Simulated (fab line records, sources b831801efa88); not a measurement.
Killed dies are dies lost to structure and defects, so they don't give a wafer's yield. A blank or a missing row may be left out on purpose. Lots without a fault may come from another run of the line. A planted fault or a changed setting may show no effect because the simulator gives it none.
A struck lot beside a sound one | flow sky130 | 43 steps out of a route of 708
Sound: wafers L504.4, L504.5, L504.6. Struck: wafers L506.2, L506.3, L506.4. The cause comes at the end.
At each step with rows: each side's tool, then ch and its chambers, then its first start. Under that, the readings that differ: sound wafers | struck wafers | difference of the means | sigmas: that difference in standard deviations of wafers without a fault.
alike: readings whose means differ by less than 2 such deviations, and words and numbers that are the same on both sides. not compared: withheld readings, readings that some wafer has no value for, bounds like >300 that may hide the same value, and numbers for which the record gives no deviation and whose values overlap.
The two part at a step that has a row with sigmas, a row that says differs or no value, or rows on one side only. Numbers that don't overlap but have no deviation are shown without sigmas and don't part them. A reading that every wafer of one side lacks parts them only if that side has two wafers or more.

first, 6 steps without rows for these wafers: SKY_VIA3_STRIP_16 (strips in O2/N2); SKY_VIA3_STRIP_17 (strips in post etch residue remover, time 1200 s); SKY_VIA3_CLEAN_18 (cleans in IPA, time 180 s); SKY_VIA3_CLEAN_19 (cleans in O3/DIW); SKY_VIA3_SPUTTER_20 (material TiN, target thk 20 nm, time 80 s); SKY_VIA3_CVD_21 (deposits W, target thk 390 nm, time 117.31 s).
SKY_VIA3_RS_MEAS_22: measures by four-point-probe.
  sound on film_metro-03, day 41 17:01; struck on film_metro-03, day 42 10:56
  alike: VIA3_W_RS
SKY_VIA3_THK_MEAS_23: measures by xrf.
  sound on film_metro-03, day 41 17:06; struck on film_metro-03, day 42 11:02
  alike: VIA3_W_THK
SKY_VIA3_CMP_24: polishes, stops on SiO2, t overpolish 20 s, target thk 0 nm.
  sound on cmp-02 ch 0,1, day 41 17:08; struck on cmp-01 ch 1,2,3, day 42 11:08
  alike: motor_current_A, overpolish_run_s, time_to_endpoint_s
SKY_METAL4_SPUTTER_00: material Ti, target thk 15 nm, time 10 s.
  sound on pvd_sputter-01, day 41 17:26; struck on pvd_sputter-02, day 42 11:23
  alike: chamber_pressure_pa, throttle_valve_pct
then, 2 steps without rows for these wafers: SKY_METAL4_SPUTTER_01 (material TiN, target thk 20 nm, time 16.7 s); SKY_METAL4_SPUTTER_02 (material AlCu, target thk 735 nm, time 39.1 s).
SKY_METAL4_SPUTTER_03: material Ti, target thk 5 nm, time 3.3 s.
  sound on pvd_sputter-01, day 41 17:31; struck on pvd_sputter-02, day 42 11:29
  alike: chamber_pressure_pa, throttle_valve_pct
then, 1 step without rows for these wafers: SKY_METAL4_SPUTTER_04 (material TiN, target thk 70 nm, time 58.3 s).
SKY_CAP2M_CVD_00: deposits SiO2, target thk 15.5 nm.
  sound on pecvd-04 ch 0,1,2, day 41 17:35; struck on pecvd-01 ch 0,1,2, day 42 11:33
  alike: heater_power_w
SKY_CAP2M_THK_MEAS_01:
  sound on film_metro-02, day 41 17:38; struck on film_metro-01, day 42 11:35
  alike: CAP2M_CVD_00_THK
SKY_CAP2M_SPUTTER_02: material TiN, target thk 200 nm, time 166.7 s.
  sound on pvd_sputter-03, day 41 17:40; struck on pvd_sputter-03, day 42 11:38
  alike: chamber_pressure_pa, throttle_valve_pct
SKY_CAP2M_RS_MEAS_03: measures by four-point-probe.
  sound on film_metro-02, day 41 17:50; struck on film_metro-02, day 42 11:46
  alike: CAP2M_TIN_RS
SKY_CAP2M_THK_MEAS_04: measures by xrf.
  sound on film_metro-02, day 41 17:55; struck on film_metro-02, day 42 11:52
  alike: CAP2M_TIN_THK
then, 7 steps without rows for these wafers: SKY_CAP2M_DEHYDRATE_05 (time 60 s); SKY_CAP2M_HMDS_06 (prime time 60 s); SKY_CAP2M_COAT_07 (resist thk 1140 nm); SKY_CAP2M_SOFTBAKE_08 (time 60 s); SKY_CAP2M_EXPOSE_09 (exposes mask CAP2M, target cd 1000 nm); SKY_CAP2M_PEB_10; SKY_CAP2M_DEVELOP_11 (develop time 60 s).
SKY_CAP2M_OVL_MEAS_12:
  sound on overlay-02, day 42 16:41; struck on overlay-02, day 43 10:31
  alike: CAP2M_OVL
then, 1 step without rows for these wafers: SKY_CAP2M_METAL_ETCH_13 (etches TiN in Cl2/BCl3, stops on SiO2, target depth 220 nm, time 62.9 s).
SKY_CAP2M_STRIP_14: strips in O2/N2.
  sound on plasma_asher-04 ch 0,1, day 42 16:49; struck on plasma_asher-04 ch 0,1, day 43 10:38
  reading                      | sound             | struck            | difference | sigmas
  strip_time_to_endpoint_s (s) | 12.59 12.63 12.57 | 12.73 12.70 12.72 | +0.12      | +3
  alike: drypump_motor_current_A, o2_flow_sccm, oes_product_au
  not compared: rf_hours_counter_h
then, 11 steps without rows for these wafers: SKY_CAP2M_STRIP_15 (strips in post etch residue remover, time 1200 s); SKY_CAP2M_CLEAN_16 (cleans in IPA, time 180 s); SKY_CAP2M_CLEAN_17 (cleans in O3/DIW); SKY_METAL4_DEHYDRATE_05 (time 60 s); SKY_METAL4_HMDS_06 (prime time 60 s); SKY_METAL4_COAT_07 (resist thk 60 nm); SKY_METAL4_COAT_08 (resist thk 1140 nm); SKY_METAL4_SOFTBAKE_09 (time 90 s); SKY_METAL4_EXPOSE_10 (exposes mask MM4, target cd 300 nm); SKY_METAL4_PEB_11; SKY_METAL4_DEVELOP_12 (develop time 60 s).
SKY_METAL4_CD_MEAS_13: target cd 300 nm.
  sound on cd_sem-02, day 43 16:43; struck on cd_sem-02, day 44 10:14
  alike: cd_nm
SKY_METAL4_OVL_MEAS_14:
  sound on overlay-02, day 43 16:48; struck on overlay-02, day 44 10:20
  alike: METAL4_OVL
-- the record jumps here: 4 days lie between the struck wafers' starts before and after (it left off in module METAL4 and takes up again in module PAD_OPEN, whose first step shown is number 708 of the route) --
SKY_PAD_OPEN_PROBE_99:
  sound on prober-02, day 47 12:21; struck on prober-02, day 48 02:29
  reading                               | sound             | struck            | difference | sigmas
  defect_limited_yield (%)              | 82.1 80.9 80.5    | 73.6 79.5 71.1    | -6.4       | -3
  killed_at_M4_up                       | 0 3 3             | 68 37 71          | +57        | +30
  killed_dies                           | 88 94 96          | 130 101 142       | +32        | +3
  killed_short                          | 43 47 45          | 27 31 35          | -14        | -2
  sort_bin_3_pad_short (%)              | 1.0 1.2 0.4       | 4.7 2.6 6.1       | +3.6       | +9
  sort_bin_5_function (%)               | 9.3 10.8 11.0     | 15.7 13.0 17.5    | +5.0       | +3
  sort_n_pass                           | 404 398 396       | 362 391 350       | -32        | -3
  sort_yield_pct (%)                    | 82.1 80.9 80.5    | 73.6 79.5 71.1    | -6.4       | -3
  model.etest.tester.sort_n_pass        | 404 398 396       | 362 391 350       | -32        |
  model.etest.tester.sort_yield_pct (%) | 82.11 80.89 80.49 | 73.58 79.47 71.14 | -6.43      |
  model.etest.tester.sort_bin_5_pct (%) | 9.35 10.77 10.98  | 15.65 13.01 17.48 | +5.01      |
  model.etest.tester.sort_bin_3_pct (%) | 1.016 1.22 0.4065 | 4.675 2.642 6.098 | +3.591     |
  alike: killed_at_M0_to_M3, killed_at_contacts, killed_at_front_end, killed_at_other, killed_open, sort_bin_6_memory

WHERE THEY PART
First at SKY_CAP2M_STRIP_14; last, within this record, at SKY_PAD_OPEN_PROBE_99.

WHY: what the simulator had put in
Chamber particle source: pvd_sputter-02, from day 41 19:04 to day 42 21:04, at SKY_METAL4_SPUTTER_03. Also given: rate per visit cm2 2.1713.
